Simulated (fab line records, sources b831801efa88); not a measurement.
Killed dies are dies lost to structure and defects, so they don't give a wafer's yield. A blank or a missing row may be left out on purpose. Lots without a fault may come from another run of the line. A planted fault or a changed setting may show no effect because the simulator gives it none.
Problem report in the 8D (eight disciplines) form, filled by code | flow sky130 | the parts of the form that need people (team, actions taken, sign-off) are left out

1. THE PROBLEM
rotation_deg at SKY_LDD_N_IMPLANT_08 reads a mean of 226.637 degrees on 6 wafers of 2 lots; wafers without a fault read 23.000 degrees with a standard deviation of 0.024. That is +99 or more standard deviations from the usual mean.
First seen on wafer L905.1, day 24 12:20, on implanter-02. The record holds 18 wafers of 6 lots with a number at this step. Rule for "out", or "out of limits": more than 4 standard deviations from the usual mean. The other wafers with a number count as sound.

2. WHAT IT IS AND WHAT IT IS NOT
question                    | is                     | is not
which readings at this step | rotation_deg           | -
which lots                  | L905, L907             | L894, L900, L912, L913
which wafers of those lots  | all that have a number | -
read on which tools         | implanter-02           | implanter-01, implanter-04
when                        | from day 24 12:20      | up to then (6 sound wafers); but 6 sound wafers of L912, L913 came after

3. SUSPECTS, AND WHAT RULES EACH OUT
Counting: a tool at a process step up to the reading stays a suspect if it ran every lot that is out and no sound lot after the first of them.
- implanter-02 at SKY_LDD_N_IMPLANT_08: kept. It ran every lot that is out, first L905 (day 24 12:20), and no sound lot after that; its last sound lot up to then is L900 (day 21 13:50). Its own readings are out on those wafers: rotation_deg.
Left after counting: implanter-02 at SKY_LDD_N_IMPLANT_08.

4. THE CAUSE (what the simulator had put in)
Process parameter drift: implanter-02, from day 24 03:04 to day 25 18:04, at SKY_LDD_N_IMPLANT_08. Setting rotation_deg, moved by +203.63, from 23. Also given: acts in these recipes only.
Counting left only this tool.

5. THE CHAIN OF EFFECTS, in route order
Each row: a reading whose mean over the struck wafers that have a number lies more than 3 standard deviations from the usual. Only readings for which the record gives a usual standard deviation are gone through. hours: the time from each lot's start at the first step in this table that gives one to its start at this step, as a median over the lots. sigmas: the change in usual standard deviations.
hours | step                 | reading      | usual          | on struck wafers | change   | sigmas
0     | SKY_LDD_N_IMPLANT_08 | rotation_deg | 23.000 degrees | 226.637          | +203.637 | +99 or more
The process steps in it:
- SKY_LDD_N_IMPLANT_08

6. WHAT WOULD HAVE CAUGHT IT SOONER
In this record the first reading out of limits was taken at day 24 12:20, 9 hours after the fault began at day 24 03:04.
